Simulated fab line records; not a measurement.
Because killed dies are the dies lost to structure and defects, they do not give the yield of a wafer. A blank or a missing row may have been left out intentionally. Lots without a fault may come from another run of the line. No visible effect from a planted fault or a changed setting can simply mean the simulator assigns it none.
Chamber matching / flow sky130 / cmp-01 running SKY_CONTACT_CMP_27: 4 sister chambers
The step polishes, stops on SiO2, t overpolish 15 s, target thk 0 nm. 8 wafers are shown with their chamber, then 7 later ones without.

== WAFERS PAIRED WITH THEIR CHAMBERS ==
wafer=L552.5; chamber=0; motor_current_A (A)=12.1; time_to_endpoint_s (s)=81.3
wafer=L552.6; chamber=3; motor_current_A (A)=13.2; time_to_endpoint_s (s)=81.1
wafer=L559.1; chamber=1; motor_current_A (A)=11.4; time_to_endpoint_s (s)=73.8
wafer=L566.1; chamber=2; motor_current_A (A)=11.1; time_to_endpoint_s (s)=83.4
wafer=L566.3; chamber=0; motor_current_A (A)=11.7; time_to_endpoint_s (s)=82.5
wafer=L566.5; chamber=2; motor_current_A (A)=11.4; time_to_endpoint_s (s)=81.8
wafer=L571.3; chamber=1; motor_current_A (A)=12.2; time_to_endpoint_s (s)=78.3
wafer=L571.4; chamber=3; motor_current_A (A)=13.0; time_to_endpoint_s (s)=80.0

== WAFERS WITHOUT THEIR CHAMBER ==
wafer=L571.5; motor_current_A (A)=12.8; time_to_endpoint_s (s)=79.8
wafer=L570.2; motor_current_A (A)=11.7; time_to_endpoint_s (s)=80.7
wafer=L570.4; motor_current_A (A)=11.7; time_to_endpoint_s (s)=77.4
wafer=L570.6; motor_current_A (A)=11.7; time_to_endpoint_s (s)=82.2
wafer=L572.1; motor_current_A (A)=11.7; time_to_endpoint_s (s)=85.6
wafer=L572.4; motor_current_A (A)=13.5; time_to_endpoint_s (s)=82.0
wafer=L572.5; motor_current_A (A)=11.1; time_to_endpoint_s (s)=85.0

== CHAMBER TAKEN BY EACH ==
wafer=L571.5; from the rows above=can't be placed: 3 or 0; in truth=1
wafer=L570.2; from the rows above=can't be placed: 0 or 2 or 1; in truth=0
wafer=L570.4; from the rows above=can't be placed: 1 or 0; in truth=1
wafer=L570.6; from the rows above=can't be placed: 0 or 2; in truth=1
wafer=L572.1; from the rows above=can't be placed: 2 or 0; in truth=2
wafer=L572.4; from the rows above=3; in truth=3
wafer=L572.5; from the rows above=can't be placed: 2 or 0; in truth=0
Correct placement for 1 of the 7. Can't be placed from these rows: 6 (the true chamber is among the candidates in 4). Number placed wrongly: 0.
How it was worked out, from the rows above alone: a wafer's distance from a chamber is the root of the sum, over the readings, of the square of ((its reading less the chamber's mean) divided by the reading's scatter). The wafer belongs to the nearest chamber; if the next one is less than 2 further off, it can't be placed. A chamber's mean is the mean of its shown wafers. The scatter: take each reading less its chamber's mean, square it, sum over the shown wafers, divide by the number of wafers less the number of chambers, and take the root.
